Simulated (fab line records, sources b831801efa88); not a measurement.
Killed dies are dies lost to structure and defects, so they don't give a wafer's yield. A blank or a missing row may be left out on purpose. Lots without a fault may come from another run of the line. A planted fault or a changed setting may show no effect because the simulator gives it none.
A struck lot beside a sound one | flow sky130 | 16 steps out of a route of 708
Sound: wafers L869.3, L869.4, L869.5. Struck: wafer L861.5. (L861.6 of the same lot was not struck and is left out.) The cause comes at the end.
At each step with rows: each side's tool, then ch and its chambers, then its first start. Under that, the readings that differ: sound wafers | struck wafers | difference of the means | sigmas: that difference in standard deviations of wafers without a fault.
alike: readings whose means differ by less than 2 such deviations, and words and numbers that are the same on both sides. not compared: withheld readings, readings that some wafer has no value for, bounds like >300 that may hide the same value, and numbers for which the record gives no deviation and whose values overlap.
The two part at a step that has a row with sigmas, a row that says differs or no value, or rows on one side only. Numbers that don't overlap but have no deviation are shown without sigmas and don't part them. A reading that every wafer of one side lacks parts them only if that side has two wafers or more.

SKY_GATE_OXIDE_TW_MEAS_14:
  sound on film_metro-04, day 21 20:49; struck on film_metro-02, day 19 09:40
  alike: GATE_OXIDE_TW
then, 3 steps without rows for these wafers: SKY_GATE_OXIDE_CLEAN_15 (cleans in SC1/SC2, time 150 s); SKY_GATE_OXIDE_OXIDATION_16 (stabilise 600 s, purge 300 s, target thk 3.57 nm); SKY_POLY_GATE_CVD_00 (deposits poly-Si, target thk 180 nm, time 720 s).
SKY_POLY_GATE_THK_MEAS_01:
  sound on film_metro-03, day 21 23:40; struck on film_metro-02, day 19 16:13
  reading                   | sound             | struck | difference | sigmas
  POLY_GATE_CVD_00_THK (nm) | 177.9 177.4 177.1 | 181.3  | +3.8       | +2
then, 7 steps without rows for these wafers: SKY_RES_PROTECT_DEHYDRATE_00 (time 60 s); SKY_RES_PROTECT_HMDS_01 (prime time 60 s); SKY_RES_PROTECT_COAT_02 (resist thk 1140 nm); SKY_RES_PROTECT_SOFTBAKE_03 (time 60 s); SKY_RES_PROTECT_EXPOSE_04 (exposes mask RPM, target cd 1270 nm); SKY_RES_PROTECT_PEB_05; SKY_RES_PROTECT_DEVELOP_06 (develop time 60 s).
SKY_POLY_GATE_IMPLANT_02:
  sound on implanter-03 ch 0, day 23 05:12; struck on implanter-04 ch 0, day 20 22:35
  alike: faraday_current_uA
SKY_RES_PROTECT_STRIP_07: strips in O2/N2.
  sound on plasma_asher-03 ch 0,1, day 23 05:20; struck on plasma_asher-04 ch 1, day 20 22:43
  reading                      | sound             | struck | difference | sigmas
  strip_time_to_endpoint_s (s) | 23.32 23.30 23.27 | 22.62  | -0.68      | -17
  alike: drypump_motor_current_A, oes_product_au
  not compared: rf_hours_counter_h
SKY_RES_PROTECT_TW_MEAS_08:
  sound on film_metro-01, day 23 05:25; struck on film_metro-04, day 20 22:47
  alike: POLY_GATE_TW
-- the record jumps here: 29 days lie between the struck wafers' starts before and after (it left off in module RES_PROTECT and takes up again in module PAD_OPEN, whose first step shown is number 708 of the route) --
SKY_PAD_OPEN_PROBE_99:
  sound on prober-01, day 50 21:12; struck on prober-02, day 49 16:28
  reading                                        | sound                    | struck | difference | sigmas
  model.etest.res_poly.line_ohm_um               | 508.8 521.6 520.8        | 625.3  | +108.2     |
  model.etest.licon_poly.rc_ohm                  | 149.7 150.8 153.2        | 208.6  | +57.4      |
  model.etest.res_poly.rs_ohm_sq                 | 49.66 48.97 49.13        | 60.09  | +10.84     |
  model.etest.res_poly.rs_ohm_sq_range           | 0.4889 1.49 0.9629       | 9.339  | +8.358     |
  model.etest.res_poly.rs_ohm_sq_rim_less_centre | -0.02703 -0.7635 -0.1466 | -3.825 | -3.513     |
  alike: killed_at_M0_to_M3, killed_at_M4_up, killed_at_contacts, killed_at_front_end, killed_at_other, killed_dies, killed_open, killed_short

WHERE THEY PART
First at SKY_POLY_GATE_THK_MEAS_01; last, within this record, at SKY_RES_PROTECT_STRIP_07. Later steps at which nothing parts them and some readings are alike: SKY_RES_PROTECT_TW_MEAS_08, SKY_PAD_OPEN_PROBE_99.

WHY: what the simulator had put in
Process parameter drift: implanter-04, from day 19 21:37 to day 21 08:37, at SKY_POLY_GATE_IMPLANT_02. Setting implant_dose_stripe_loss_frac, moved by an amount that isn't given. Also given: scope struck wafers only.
